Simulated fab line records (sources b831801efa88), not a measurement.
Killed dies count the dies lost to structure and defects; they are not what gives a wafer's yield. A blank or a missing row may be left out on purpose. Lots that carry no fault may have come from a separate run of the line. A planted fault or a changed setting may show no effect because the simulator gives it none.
A struck lot beside a sound one -- flow sky130 -- 25 steps out of a route of 708
Sound: these wafers, L167.2, L167.4, L167.5. Struck: wafer L182.6 (left out: L182.2, L182.5 of the same lot, which were not struck); the cause appears at the end.
Per side, at each step with rows, come the tool, then ch with its chambers, and then its first start. Under that, the readings that differ: sound wafers -- struck wafers -- difference of the means -- sigmas: that difference in standard deviations of wafers without a fault.
alike: same words and numbers on both sides, and readings whose means sit less than 2 such deviations apart. not compared: any withheld reading, any reading some wafer has no value for, any bound like >300 that may hide the same value, and any number with overlapping values for which the record gives no deviation.
The two part at a step that has a row with sigmas, a row that says differs or no value, or rows on one side only. Non-overlapping numbers with no deviation appear without sigmas and do not part them. A reading missing from all wafers of one side parts the sides only when that side holds two or more wafers.

first, 3 steps without rows for these wafers: SKY_CAP2M_EXPOSE_09 (exposes mask CAP2M, target cd 1000 nm); SKY_CAP2M_PEB_10; SKY_CAP2M_DEVELOP_11 (develop time 60 s).
SKY_CAP2M_OVL_MEAS_12:
  sound on overlay-01 at day 42 03:11; struck on overlay-01 at day 46 23:32
  alike: CAP2M_OVL
SKY_CAP2M_METAL_ETCH_13: etches TiN in Cl2/BCl3, stops on SiO2, target depth 220 nm, time 62.9 s.
  sound on rieMetal-02 ch 0,1, day 42 03:13; struck on rieMetal-04 ch 0, day 46 23:34
reading,sound,struck,difference,sigmas
throttleValvePct (%),21.895 21.910 21.890,21.924,+0.026,+3
  alike: drypumpMotorCurrentA, oesProductAu
  not compared: rfHoursCounterH
SKY_CAP2M_STRIP_14: strips in O2/N2.
  sound on plasmaAsher-04 ch 1, day 42 03:18; struck on plasmaAsher-02 ch 0, day 46 23:39
reading,sound,struck,difference,sigmas
stripTimeToEndpointS (s),12.60 12.64 12.56,12.70,+0.10,+2
  alike: drypumpMotorCurrentA, n2FlowSccm, oesProductAu
  not compared: rfHoursCounterH
then, 6 steps without rows for these wafers: SKY_CAP2M_STRIP_15 (strips in post etch residue remover, time 1200 s); SKY_CAP2M_CLEAN_16 (cleans in IPA, time 180 s); SKY_CAP2M_CLEAN_17 (cleans in O3/DIW); SKY_METAL4_DEHYDRATE_05 (time 60 s); SKY_METAL4_HMDS_06 (prime time 60 s); SKY_METAL4_COAT_07 (resist thk 60 nm).
SKY_METAL4_COAT_08: resist thk 1140 nm.
  sound on lithoTrack-04 ch 0, day 42 16:00; struck on lithoTrack-02 ch 0, day 47 10:00
reading,sound,struck,difference,sigmas
model.KrF-thick_of_METAL4_COAT_08.thkNm (nm),1146 1140 1146,1166,+22,
then, 4 steps without rows for these wafers: SKY_METAL4_SOFTBAKE_09 (time 90 s); SKY_METAL4_EXPOSE_10 (exposes mask MM4, target cd 300 nm); SKY_METAL4_PEB_11; SKY_METAL4_DEVELOP_12 (develop time 60 s).
SKY_METAL4_CD_MEAS_13: the cd target is 300 nm.
  sound on cdSem-02 at day 43 02:47; struck on cdSem-01 at day 47 19:58
reading,sound,struck,difference,sigmas
cdNm (nm),298.8 300.0 299.1,303.3,+4.0,+3
SKY_METAL4_OVL_MEAS_14:
  sound on overlay-02 at day 43 02:54; struck on overlay-01 at day 47 20:04
  alike: METAL4_OVL
SKY_METAL4_DESCUM_15: chemistry O2, time 8 s.
  sound on rieMetal-03 ch 0,1, day 43 02:56; struck on rieMetal-02 ch 1, day 47 20:05
  alike: drypumpMotorCurrentA, oesProductAu
  not compared: rfHoursCounterH
SKY_METAL4_ETCH_16: etches BARC in N2/H2, stops on SiO2, time 88.2 s, target depth 60 nm.
  sound on rieMetal-03 ch 0,1, day 43 02:58; struck on rieMetal-02 ch 1, day 47 20:07
  alike: drypumpMotorCurrentA, n2FlowSccm, oesProductAu, throttleValvePct
  not compared: rfHoursCounterH
SKY_METAL4_ETCH_17: etches SiO2 in C4F8/O2/Ar, stops on TiN, time 3.9 s, target depth 15 nm.
  sound on rieDiel-01 ch 2,3, day 43 03:04; struck on rieDiel-03 ch 2, day 47 20:13
  alike: oesProductAu
  not compared: rfHoursCounterH
SKY_METAL4_METAL_ETCH_18: etches the open film in Cl2/BCl3, stops on SiO2, target depth 845 nm, time 183.1 s.
  sound on rieMetal-04 ch 0,1, day 43 03:05; struck on rieMetal-04 ch 1, day 47 20:14
reading,sound,struck,difference,sigmas
model.KrF-thick_of_METAL4_COAT_08.thkNm (nm),528.4 535.1 524,537.1,+7.9,
  alike: drypumpMotorCurrentA, oesProductAu, throttleValvePct
  not compared: rfHoursCounterH
then, 2 steps without rows for these wafers: SKY_METAL4_STRIP_19 (strips in O2/N2); SKY_PAD_OPEN_PROBE_99.

## WHERE THEY PART
Earliest at SKY_CAP2M_METAL_ETCH_13; latest, in this record, at SKY_METAL4_CD_MEAS_13. Later steps at which nothing parts them and some readings are alike: SKY_METAL4_OVL_MEAS_14, SKY_METAL4_DESCUM_15, SKY_METAL4_ETCH_16, SKY_METAL4_ETCH_17, SKY_METAL4_METAL_ETCH_18.

WHY: what had been put in by the simulator
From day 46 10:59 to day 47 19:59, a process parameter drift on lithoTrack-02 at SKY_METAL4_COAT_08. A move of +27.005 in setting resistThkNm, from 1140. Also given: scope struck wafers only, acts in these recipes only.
